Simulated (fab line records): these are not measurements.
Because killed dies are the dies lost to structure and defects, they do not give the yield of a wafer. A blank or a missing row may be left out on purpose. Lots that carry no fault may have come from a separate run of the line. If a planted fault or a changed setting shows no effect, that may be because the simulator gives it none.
Which tool was responsible? | flow gf180mcu | Sampling: 13 lots, 39 wafers, 3 of 602 route steps

## WHAT EACH GAUGE READ, for each wafer
GF_CONTACT_THK_MEAS_01. Usual: CONTACT_CVD_00_THK typically reads 298 nm, with standard deviation 3.8.
lot  | measured     | on            | CONTACT_CVD_00_THK (nm) | flag
L512 | day 15 09:48 | film-metro-04 | 289 295 299             |
L514 | day 16 02:57 | film-metro-02 | 297 288 301             |
L515 | day 16 05:50 | film-metro-02 | 293 153 299             | OFF
L517 | day 16 23:29 | film-metro-03 | 295 296 152             | OFF
L516 | day 17 03:19 | film-metro-03 | 292 151 294             | OFF
L525 | day 20 06:00 | film-metro-04 | 299 293 298             |
L528 | day 21 01:03 | film-metro-04 | 293 298 299             |
L529 | day 21 12:10 | film-metro-02 | 295 300 299             |
L530 | day 21 20:46 | film-metro-03 | 293 294 292             |
L531 | day 22 02:58 | film-metro-03 | 297 300 297             |
L532 | day 22 16:08 | film-metro-04 | 302 299 300             |
L533 | day 22 16:28 | film-metro-04 | 298 301 298             |
L534 | day 23 03:26 | film-metro-02 | 298 301 301             |

## WHICH TOOL RAN EACH LOT (tool, then ch and the chambers of the sampled wafers, then the start)
lot  | GF_SALICIDE_SPUTTER_03       | GF_CONTACT_CVD_00
L512 | pvd-sputter-02, day 15 09:16 | hdpcvd-02 ch 0,2, day 15 09:46
L514 | pvd-sputter-02, day 16 02:23 | hdpcvd-01 ch 0,1,2, day 16 02:53
L515 | pvd-sputter-04, day 16 05:18 | hdpcvd-01 ch 0,1,2, day 16 05:48
L517 | pvd-sputter-03, day 16 22:54 | hdpcvd-01 ch 0,1,2, day 16 23:26
L516 | pvd-sputter-03, day 17 02:46 | hdpcvd-01 ch 0,1,2, day 17 03:16
L525 | pvd-sputter-03, day 20 05:28 | hdpcvd-02 ch 0,1,2, day 20 05:58
L528 | pvd-sputter-02, day 21 00:29 | hdpcvd-01 ch 0,1,2, day 21 00:59
L529 | pvd-sputter-03, day 21 11:37 | hdpcvd-02 ch 0,1, day 21 12:07
L530 | pvd-sputter-02, day 21 20:13 | hdpcvd-01 ch 1,2, day 21 20:43
L531 | pvd-sputter-04, day 22 02:23 | hdpcvd-02 ch 0,1,2, day 22 02:55
L532 | pvd-sputter-04, day 22 15:35 | hdpcvd-01 ch 0,1,2, day 22 16:05
L533 | pvd-sputter-04, day 22 15:53 | hdpcvd-02 ch 0,2, day 22 16:23
L534 | pvd-sputter-02, day 23 02:52 | hdpcvd-02 ch 0,2, day 23 03:22
- GF_SALICIDE_SPUTTER_03: material TiN, target thk 20 nm, time 16.7 s.
- GF_CONTACT_CVD_00: deposits SiO2, target thk 300 nm, time 50 s.

## WHAT THE TOOLS THEMSELVES READ (means of the sampled wafers that have a number; where no wafer has one, the mark that the record gives instead)
GF_SALICIDE_SPUTTER_03. Usual: throttle-valve-pct at 29.5 %, with a standard deviation of 0.89.
lot  | tool           | throttle-valve-pct (%) | flag
L512 | pvd-sputter-02 | 29.1                   |
L514 | pvd-sputter-02 | 29.6                   |
L515 | pvd-sputter-04 | 29.0                   |
L517 | pvd-sputter-03 | 30.9                   |
L516 | pvd-sputter-03 | 30.0                   |
L525 | pvd-sputter-03 | 30.5                   |
L528 | pvd-sputter-02 | 29.1                   |
L529 | pvd-sputter-03 | 30.0                   |
L530 | pvd-sputter-02 | 29.6                   |
L531 | pvd-sputter-04 | 29.6                   |
L532 | pvd-sputter-04 | 29.2                   |
L533 | pvd-sputter-04 | 29.3                   |
L534 | pvd-sputter-02 | 28.6                   |

GF_CONTACT_CVD_00. Usual: sih4-flow-sccm at 59.98 sccm, with a standard deviation of 0.18.
lot  | tool      | sih4-flow-sccm (sccm) | flag
L512 | hdpcvd-02 | 59.98                 |
L514 | hdpcvd-01 | 60.09                 |
L515 | hdpcvd-01 | 49.86                 | OFF
L517 | hdpcvd-01 | 49.93                 | OFF
L516 | hdpcvd-01 | 50.09                 | OFF
L525 | hdpcvd-02 | 59.81                 |
L528 | hdpcvd-01 | 60.14                 |
L529 | hdpcvd-02 | 60.02                 |
L530 | hdpcvd-01 | 60.24                 |
L531 | hdpcvd-02 | 59.88                 |
L532 | hdpcvd-01 | 60.13                 |
L533 | hdpcvd-02 | 59.92                 |
L534 | hdpcvd-02 | 59.99                 |

## THE ANSWER, worked out from the rows above alone
Rule: lot off if the mean of its wafers having a number is beyond 3 standard deviations from the usual mean. A lot without any number at a reading at which 4 lots or more have one is off too. The other lots that the step has rows for count as sound. Order of review: gauges by route order, followed by the tools' own readings, for which a lot's mean as printed above is used. The first step at which some lot is off is used, and at that step the reading that is off furthest; a lot without a number counts as furthest.
Off: L515, L517, L516, seen at GF_CONTACT_THK_MEAS_01 (CONTACT_CVD_00_THK).
A tool fits if, at a process step before that reading, it ran every lot that is off, and no sound lot after the first of them. The gauges at GF_CONTACT_THK_MEAS_01 aren't tried: what is off there is off at GF_CONTACT_CVD_00 too, on other tools, and a gauge's error can't cause that. No candidate that was tried fits.

## WHAT THE SIMULATOR HAD PUT IN
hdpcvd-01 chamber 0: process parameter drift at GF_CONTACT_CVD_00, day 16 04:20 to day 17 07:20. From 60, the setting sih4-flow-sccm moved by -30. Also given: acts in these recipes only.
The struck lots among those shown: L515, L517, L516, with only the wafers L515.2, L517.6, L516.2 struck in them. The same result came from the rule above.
